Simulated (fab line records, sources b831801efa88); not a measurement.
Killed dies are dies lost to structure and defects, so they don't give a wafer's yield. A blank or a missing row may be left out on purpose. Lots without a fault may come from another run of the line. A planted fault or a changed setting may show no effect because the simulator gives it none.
Which tool did it? | flow sky130 | 24 lots, 72 wafers sampled, at 6 steps of a route of 708

WHAT THE GAUGES READ, wafer by wafer
SKY_SONOS_ONO_CD_MEAS_13: target cd 410 nm. Usual: cd_nm 410.1 nm, standard deviation 2.6.
lot  | measured     | on        | cd_nm (nm)        | flag
L074 | day 13 06:26 | cd_sem-01 | 411.7 411.9 411.5 |
L075 | day 13 11:24 | cd_sem-01 | 407.8 409.3 410.0 |
L076 | day 13 22:39 | cd_sem-02 | 408.5 407.4 405.8 |
L077 | day 14 08:32 | cd_sem-01 | 408.8 408.2 407.7 |
L078 | day 14 16:36 | cd_sem-02 | 414.6 411.7 412.6 |
L079 | day 15 00:22 | cd_sem-01 | 411.0 410.7 411.3 |
L080 | day 15 04:25 | cd_sem-02 | 408.9 408.5 408.9 |
L081 | day 15 15:22 | cd_sem-02 | 406.0 404.2 404.4 |
L082 | day 16 00:33 | cd_sem-02 | 408.7 406.8 407.3 |
L083 | day 16 06:58 | cd_sem-01 | 412.9 413.6 413.6 |
L084 | day 16 12:53 | cd_sem-01 | 407.1 407.2 405.5 |
L085 | day 17 03:34 | cd_sem-01 | 410.5 409.9 410.2 |
L086 | day 17 03:52 | cd_sem-02 | 409.6 410.4 409.2 |
L087 | day 17 13:44 | cd_sem-02 | 412.3 413.1 413.3 |
L088 | day 18 01:08 | cd_sem-01 | 411.3 411.4 412.8 |
L089 | day 18 08:26 | cd_sem-02 | 413.0 413.3 412.5 |
L090 | day 18 16:57 | cd_sem-01 | 411.7 412.4 414.3 |
L091 | day 19 04:22 | cd_sem-02 | 414.3 412.1 409.7 |
L092 | day 19 15:00 | cd_sem-02 | 408.1 407.6 409.2 |
L093 | day 19 17:29 | cd_sem-01 | 413.4 413.1 413.6 |
L094 | day 20 01:28 | cd_sem-01 | 410.4 407.8 410.4 |
L095 | day 20 08:19 | cd_sem-02 | 409.8 411.1 410.3 |
L096 | day 20 20:55 | cd_sem-01 | 406.5 406.2 409.4 |
L097 | day 21 05:47 | cd_sem-02 | 410.8 409.3 409.7 |

SKY_POLY_GATE_OVL_MEAS_14. Usual: POLY_GATE_OVL 2 nm, standard deviation 5.7.
lot  | measured     | on         | POLY_GATE_OVL (nm) | flag
L074 | day 17 04:20 | overlay-02 | -6 -4 -3           |
L075 | day 17 08:26 | overlay-01 | -4 -3 0            |
L076 | day 17 22:20 | overlay-02 | 3 5 9              |
L077 | day 18 09:11 | overlay-02 | 8 -6 6             |
L078 | day 18 14:48 | overlay-02 | 9 5 -3             |
L079 | day 19 00:43 | overlay-02 | 4 1 1              |
L080 | day 19 09:27 | overlay-01 | 8 7 3              |
L081 | day 19 19:55 | overlay-02 | -7 -10 -4          |
L082 | day 20 05:56 | overlay-02 | 6 5 0              |
L083 | day 20 10:17 | overlay-01 | 10 10 5            |
L084 | day 20 18:08 | overlay-02 | 2 -2 -1            |
L085 | day 21 05:58 | overlay-02 | -4 -7 2            |
L086 | day 21 07:11 | overlay-01 | -6 -9 -8           |
L087 | day 22 05:17 | overlay-01 | -7 3 4             |
L088 | day 22 07:16 | overlay-01 | -5 1 -3            |
L089 | day 22 12:23 | overlay-02 | 7 1 6              |
L090 | day 22 20:53 | overlay-02 | 4 7 4              |
L091 | day 23 07:22 | overlay-01 | -5 -2 -7           |
L092 | day 23 18:57 | overlay-02 | 4 -6 3             |
L093 | day 23 21:52 | overlay-02 | 13 13 14           |
L094 | day 24 03:44 | overlay-02 | 8 16 12            |
L095 | day 24 11:19 | overlay-02 | 2 3 0              |
L096 | day 25 00:26 | overlay-01 | 8 0 6              |
L097 | day 25 09:02 | overlay-01 | 4 6 5              |

SKY_POLY_GATE_THK_MEAS_21. Usual: POLY_GATE_OXIDATION_THK 4.00 nm, standard deviation 0.072.
lot  | measured     | on            | POLY_GATE_OXIDATION_THK (nm) | flag
L074 | day 17 06:42 | film_metro-04 | 3.96 4.00 3.92               |
L075 | day 17 10:31 | film_metro-03 | 4.00 3.96 4.01               |
L076 | day 18 00:59 | film_metro-04 | 3.97 3.95 3.87               |
L077 | day 18 11:04 | film_metro-01 | 4.01 3.96 3.94               |
L078 | day 18 16:44 | film_metro-03 | 4.03 4.09 3.99               |
L079 | day 19 03:02 | film_metro-01 | 3.92 3.99 3.98               |
L080 | day 19 11:08 | film_metro-03 | 4.10 4.08 4.00               |
L081 | day 19 22:11 | film_metro-03 | 3.88 3.92 3.94               |
L082 | day 20 08:33 | film_metro-01 | 4.00 4.03 3.93               |
L083 | day 20 12:34 | film_metro-03 | 3.95 3.92 3.87               |
L084 | day 20 19:49 | film_metro-03 | 4.06 4.01 3.99               |
L085 | day 21 08:29 | film_metro-03 | 3.97 4.01 3.90               |
L086 | day 21 09:44 | film_metro-01 | 4.07 4.10 4.12               |
L087 | day 22 06:58 | film_metro-01 | 4.06 4.07 4.03               |
L088 | day 22 09:37 | film_metro-03 | 4.06 3.96 4.04               |
L089 | day 22 14:04 | film_metro-01 | 4.03 4.00 4.04               |
L090 | day 22 22:44 | film_metro-01 | 3.90 3.97 3.96               |
L091 | day 23 09:07 | film_metro-03 | 3.96 4.08 3.99               |
L092 | day 23 22:29 | film_metro-03 | 3.88 3.89 3.89               |
L093 | day 23 23:33 | film_metro-04 | 4.14 4.12 4.11               |
L094 | day 24 05:24 | film_metro-01 | 3.87 3.86 3.92               |
L095 | day 24 12:59 | film_metro-01 | 4.03 4.05 4.10               |
L096 | day 25 02:08 | film_metro-01 | 4.04 3.98 3.99               |
L097 | day 25 10:44 | film_metro-01 | 4.03 4.02 3.94               |

SKY_LDD_HVP_OVL_MEAS_07. Usual: LDD_HVP_OVL 0.3 nm, standard deviation 1.4.
lot  | measured     | on         | LDD_HVP_OVL (nm) | flag
L074 | day 22 10:31 | overlay-02 | 0.8 0.6 1.2      |
L075 | day 22 15:00 | overlay-01 | 1.6 0.1 -0.1     |
L076 | day 23 05:27 | overlay-01 | -2.0 -1.5 -1.3   |
L077 | day 23 15:38 | overlay-01 | 1.0 2.5 0.9      |
L078 | day 23 21:37 | overlay-02 | -3.1 -2.0 0.2    |
L079 | day 24 06:11 | overlay-02 | -1.6 0.4 0.3     |
L080 | day 24 13:41 | overlay-02 | 0.5 0.3 1.2      |
L081 | day 25 01:16 | overlay-02 | -0.8 -1.9 -0.6   |
L082 | day 25 10:31 | overlay-02 | -0.5 0.9 -0.7    |
L083 | day 25 14:13 | overlay-02 | -1.9 0.4 -0.3    |
L084 | day 25 23:11 | overlay-02 | 1.3 0.9 1.8      |
L085 | day 26 11:22 | overlay-01 | 2.2 2.9 0.8      |
L086 | day 26 12:16 | overlay-02 | -0.2 0.3 -1.6    |
L087 | day 27 06:49 | overlay-01 | 1.6 2.0 1.8      |
L088 | day 27 10:04 | overlay-02 | 0.6 0.2 0.5      |
L089 | day 27 14:25 | overlay-02 | -0.2 -0.7 -1.7   |
L090 | day 27 22:10 | overlay-02 | 0.5 2.5 -0.1     |
L091 | day 28 09:40 | overlay-01 | 2.4 1.5 0.5      |
L092 | day 28 21:37 | overlay-01 | -0.8 -0.7 1.0    |
L093 | day 29 00:37 | overlay-02 | 0.7 -0.3 -1.8    |
L094 | day 29 03:40 | overlay-02 | 0.6 0.2 -1.8     |
L095 | day 29 10:25 | overlay-02 | 2.8 0.9 2.2      |
L096 | day 29 23:56 | overlay-01 | 0.5 0.4 0.2      |
L097 | day 30 08:20 | overlay-01 | -0.3 1.2 -2.4    |

WHICH TOOL RAN EACH LOT (tool, then ch and the chambers of the sampled wafers, then the start)
lot  | SKY_NWELL_STRIP_25                   | SKY_VT_ADJUST_HVTP_STRIP_10
L074 | plasma_asher-02 ch 0,1, day 5 13:34  | plasma_asher-04 ch 0,1, day 6 08:46
L075 | plasma_asher-02 ch 0,1, day 5 14:53  | plasma_asher-01 ch 0,1, day 6 10:50
L076 | plasma_asher-02 ch 0,1, day 6 00:19  | plasma_asher-01 ch 0,1, day 6 20:27
L077 | plasma_asher-04 ch 0,1, day 6 06:40  | plasma_asher-03 ch 1, day 7 02:52
L078 | plasma_asher-04 ch 0,1, day 6 11:20  | plasma_asher-04 ch 0,1, day 7 07:37
L079 | plasma_asher-03 ch 0,1, day 6 17:40  | plasma_asher-01 ch 0,1, day 7 14:11
L080 | plasma_asher-04 ch 0,1, day 6 21:29  | plasma_asher-04 ch 0,1, day 7 18:53
L081 | plasma_asher-04 ch 0,1, day 7 03:46  | plasma_asher-01 ch 1, day 8 00:55
L082 | plasma_asher-04 ch 0,1, day 7 10:02  | plasma_asher-01 ch 0,1, day 8 07:29
L083 | plasma_asher-02 ch 0,1, day 7 15:10  | plasma_asher-01 ch 0,1, day 8 13:31
L084 | plasma_asher-04 ch 0,1, day 7 20:58  | plasma_asher-04 ch 0,1, day 8 19:10
L085 | plasma_asher-02 ch 0,1, day 8 07:49  | plasma_asher-01 ch 1, day 9 06:16
L086 | plasma_asher-03 ch 0,1, day 8 09:25  | plasma_asher-01 ch 0,1, day 9 08:16
L087 | plasma_asher-02 ch 0,1, day 8 14:42  | plasma_asher-01 ch 0,1, day 9 13:32
L088 | plasma_asher-02 ch 0,1, day 8 23:03  | plasma_asher-01 ch 0,1, day 9 22:58
L089 | plasma_asher-03 ch 0, day 9 04:25    | plasma_asher-04 ch 0,1, day 10 04:40
L090 | plasma_asher-03 ch 0,1, day 9 12:18  | plasma_asher-01 ch 0,1, day 10 11:43
L091 | plasma_asher-03 ch 0,1, day 9 20:30  | plasma_asher-04 ch 0,1, day 10 21:14
L092 | plasma_asher-04 ch 0,1, day 10 03:14 | plasma_asher-04 ch 0,1, day 11 03:51
L093 | plasma_asher-03 ch 0, day 10 04:52   | plasma_asher-01 ch 0,1, day 11 05:25
L094 | plasma_asher-03 ch 0,1, day 10 12:13 | plasma_asher-04 ch 0,1, day 11 13:28
L095 | plasma_asher-02 ch 0,1, day 10 18:22 | plasma_asher-01 ch 0, day 11 19:46
L096 | plasma_asher-02 ch 0,1, day 11 03:31 | plasma_asher-04 ch 0,1, day 12 05:20
L097 | plasma_asher-02 ch 0, day 11 12:37   | plasma_asher-04 ch 1, day 12 14:46
- SKY_NWELL_STRIP_25: strips in O2/N2.
- SKY_VT_ADJUST_HVTP_STRIP_10: strips in O2/N2.

WHAT THE TOOLS THEMSELVES READ (means of the sampled wafers that have a number; where no wafer has one, the mark that the record gives instead)
SKY_NWELL_STRIP_25. Usual: drypump_motor_current_A 5.6 A, standard deviation 0.3; o2_flow_sccm 2999 sccm, standard deviation 8.5; oes_product_au 0.722 a.u., standard deviation 0.0048; strip_time_to_endpoint_s 36.91 s, standard deviation 0.11.
lot  | tool            | drypump_motor_current_A (A) | o2_flow_sccm (sccm) | oes_product_au (a.u.) | strip_time_to_endpoint_s (s) | flag
L074 | plasma_asher-02 | 5.9                         | 3000                | 0.718                 | 36.94                        |
L075 | plasma_asher-02 | 5.7                         | 2999                | 0.726                 | 36.88                        |
L076 | plasma_asher-02 | 5.8                         | 3003                | 0.717                 | 36.92                        |
L077 | plasma_asher-04 | 5.4                         | 2994                | 0.726                 | 36.91                        |
L078 | plasma_asher-04 | 5.4                         | 2999                | 0.722                 | 36.80                        |
L079 | plasma_asher-03 | 5.4                         | 3000                | 0.725                 | 36.87                        |
L080 | plasma_asher-04 | 5.6                         | 2994                | 0.720                 | 36.95                        |
L081 | plasma_asher-04 | 5.4                         | 3006                | 0.721                 | 36.85                        |
L082 | plasma_asher-04 | 5.7                         | 3005                | 0.725                 | 37.06                        |
L083 | plasma_asher-02 | 5.8                         | 2990                | 0.721                 | 36.92                        |
L084 | plasma_asher-04 | 5.6                         | 3005                | 0.721                 | 37.09                        |
L085 | plasma_asher-02 | 5.9                         | 3003                | 0.721                 | 36.77                        |
L086 | plasma_asher-03 | 5.5                         | 3001                | 0.728                 | 36.85                        |
L087 | plasma_asher-02 | 5.8                         | 3004                | 0.723                 | 36.92                        |
L088 | plasma_asher-02 | 5.9                         | 3010                | 0.718                 | 36.97                        |
L089 | plasma_asher-03 | 5.3                         | 3000                | 0.722                 | 36.90                        |
L090 | plasma_asher-03 | 5.5                         | 3001                | 0.718                 | 36.69                        |
L091 | plasma_asher-03 | 5.4                         | 2998                | 0.720                 | 36.95                        |
L092 | plasma_asher-04 | 5.4                         | 3001                | 0.721                 | 36.96                        |
L093 | plasma_asher-03 | 5.3                         | 3002                | 0.720                 | 36.96                        |
L094 | plasma_asher-03 | 5.4                         | 2998                | 0.720                 | 36.95                        |
L095 | plasma_asher-02 | 5.9                         | 3002                | 0.723                 | 36.76                        |
L096 | plasma_asher-02 | 5.8                         | 2987                | 0.721                 | 36.82                        |
L097 | plasma_asher-02 | 6.0                         | 3007                | 0.721                 | 36.98                        |

SKY_VT_ADJUST_HVTP_STRIP_10. Usual: drypump_motor_current_A 5.7 A, standard deviation 0.3; o2_flow_sccm 3001 sccm, standard deviation 8.3; oes_product_au 0.716 a.u., standard deviation 0.005; strip_time_to_endpoint_s 14.17 s, standard deviation 0.052.
lot  | tool            | drypump_motor_current_A (A) | o2_flow_sccm (sccm) | oes_product_au (a.u.) | strip_time_to_endpoint_s (s) | flag
L074 | plasma_asher-04 | 5.6                         | 2995                | 0.716                 | 14.15                        |
L075 | plasma_asher-01 | 5.9                         | 2992                | 0.715                 | 14.28                        |
L076 | plasma_asher-01 | 5.9                         | 3004                | 0.712                 | 14.13                        |
L077 | plasma_asher-03 | 5.6                         | 3003                | 0.706                 | 14.12                        |
L078 | plasma_asher-04 | 5.4                         | 3004                | 0.715                 | 14.14                        |
L079 | plasma_asher-01 | 5.9                         | 2997                | 0.718                 | 14.23                        |
L080 | plasma_asher-04 | 5.7                         | 2993                | 0.714                 | 14.11                        |
L081 | plasma_asher-01 | 5.8                         | 2998                | 0.716                 | 14.18                        |
L082 | plasma_asher-01 | 5.9                         | 3006                | 0.717                 | 14.23                        |
L083 | plasma_asher-01 | 5.9                         | 2999                | 0.712                 | 14.19                        |
L084 | plasma_asher-04 | 5.4                         | 2990                | 0.713                 | 14.20                        |
L085 | plasma_asher-01 | 5.8                         | 3019                | 0.715                 | 14.16                        |
L086 | plasma_asher-01 | 5.9                         | 2997                | 0.708                 | 14.07                        |
L087 | plasma_asher-01 | 5.9                         | 3002                | 0.719                 | 14.19                        |
L088 | plasma_asher-01 | 5.9                         | 2992                | 0.717                 | 14.14                        |
L089 | plasma_asher-04 | 5.4                         | 3003                | 0.720                 | 14.21                        |
L090 | plasma_asher-01 | 5.9                         | 2999                | 0.716                 | 14.19                        |
L091 | plasma_asher-04 | 5.4                         | 3000                | 0.711                 | 14.12                        |
L092 | plasma_asher-04 | 5.6                         | 2996                | 0.721                 | 14.24                        |
L093 | plasma_asher-01 | 5.9                         | 3005                | 0.718                 | 14.15                        |
L094 | plasma_asher-04 | 5.4                         | 3000                | 0.718                 | 14.15                        |
L095 | plasma_asher-01 | 6.0                         | 3006                | 0.714                 | 14.24                        |
L096 | plasma_asher-04 | 5.4                         | 3004                | 0.716                 | 14.11                        |
L097 | plasma_asher-04 | 5.9                         | 3007                | 0.714                 | 14.19                        |

THE ANSWER, worked out from the rows above alone
Rule: a lot is off if the mean of its wafers that have a number lies more than 3 standard deviations from the usual mean. A lot without any number at a reading at which 4 lots or more have one is off too. The other lots that the step has rows for count as sound. The gauges are gone through in route order, then the tools' own readings, and for those a lot's mean is taken as printed above. The first step at which some lot is off is used, and at that step the reading that is off furthest; a lot without a number counts as furthest.
No lot is off at any reading shown: from this, nothing can be told.

WHAT THE SIMULATOR HAD PUT IN
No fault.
